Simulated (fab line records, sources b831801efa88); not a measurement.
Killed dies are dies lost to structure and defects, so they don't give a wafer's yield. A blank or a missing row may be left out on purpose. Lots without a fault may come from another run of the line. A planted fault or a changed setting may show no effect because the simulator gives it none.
Which tool did it? | flow gf180mcu | 6 lots, 18 wafers sampled, at 3 steps of a route of 602

WHAT THE GAUGES READ, wafer by wafer
GF_CONTACT_THK_MEAS_01.
lot  | measured     | on            | CONTACT_CVD_00_THK (nm)
L695 | day 16 12:45 | film_metro-03 | 299.7 296.9 297.0
L699 | day 17 15:01 | film_metro-03 | 242.9 244.8 240.6
L707 | day 20 13:03 | film_metro-01 | 300.3 302.2 301.4
L710 | day 21 12:53 | film_metro-03 | 302.9 301.9 300.6
L712 | day 22 06:55 | film_metro-04 | 301.2 304.2 300.4
L714 | day 22 20:47 | film_metro-01 | 299.0 296.4 299.4

WHICH TOOL RAN EACH LOT (tool, then ch and the chambers of the sampled wafers, then the start)
lot  | GF_SALICIDE_SPUTTER_02       | GF_CONTACT_CVD_00
L695 | pvd_sputter-04, day 16 12:10 | hdpcvd-01 ch 0,1,2, day 16 12:41
L699 | pvd_sputter-02, day 17 14:25 | hdpcvd-02 ch 0,2, day 17 14:57
L707 | pvd_sputter-01, day 20 12:28 | hdpcvd-02 ch 1,2, day 20 12:59
L710 | pvd_sputter-04, day 21 12:17 | hdpcvd-01 ch 0,1,2, day 21 12:50
L712 | pvd_sputter-02, day 22 06:18 | hdpcvd-02 ch 0,1,2, day 22 06:52
L714 | pvd_sputter-02, day 22 20:13 | hdpcvd-02 ch 1,2, day 22 20:44
- GF_SALICIDE_SPUTTER_02: material Co, target thk 10 nm, time 20 s.
- GF_CONTACT_CVD_00: deposits SiO2, target thk 300 nm, time 50 s.

THE ANSWER, worked out from the rows above alone
Rule: what is usual is taken from the lots themselves. Put in order of their means at a reading, lots are off if they are a third of the lots or fewer, leave a main group of 4 or more, and stand apart from it by a gap of 3 or more times the standard deviation of the main group's means; of several such gaps the widest counts. A main group whose means are all the same, to the digits that the tables above print for the reading, isn't used. A lot without any number at a reading at which 4 lots or more have one is off too. The other lots that the step has rows for count as sound.
Off: L699, at GF_CONTACT_THK_MEAS_01 (CONTACT_CVD_00_THK). The main group: mean 300.2 nm, standard deviation 1.8.
A tool fits if, at a process step before that reading, it ran every lot that is off, and no sound lot after the first of them. The gauges at GF_CONTACT_THK_MEAS_01 are tried like those tools. None of those tried fits.

WHAT THE SIMULATOR HAD PUT IN
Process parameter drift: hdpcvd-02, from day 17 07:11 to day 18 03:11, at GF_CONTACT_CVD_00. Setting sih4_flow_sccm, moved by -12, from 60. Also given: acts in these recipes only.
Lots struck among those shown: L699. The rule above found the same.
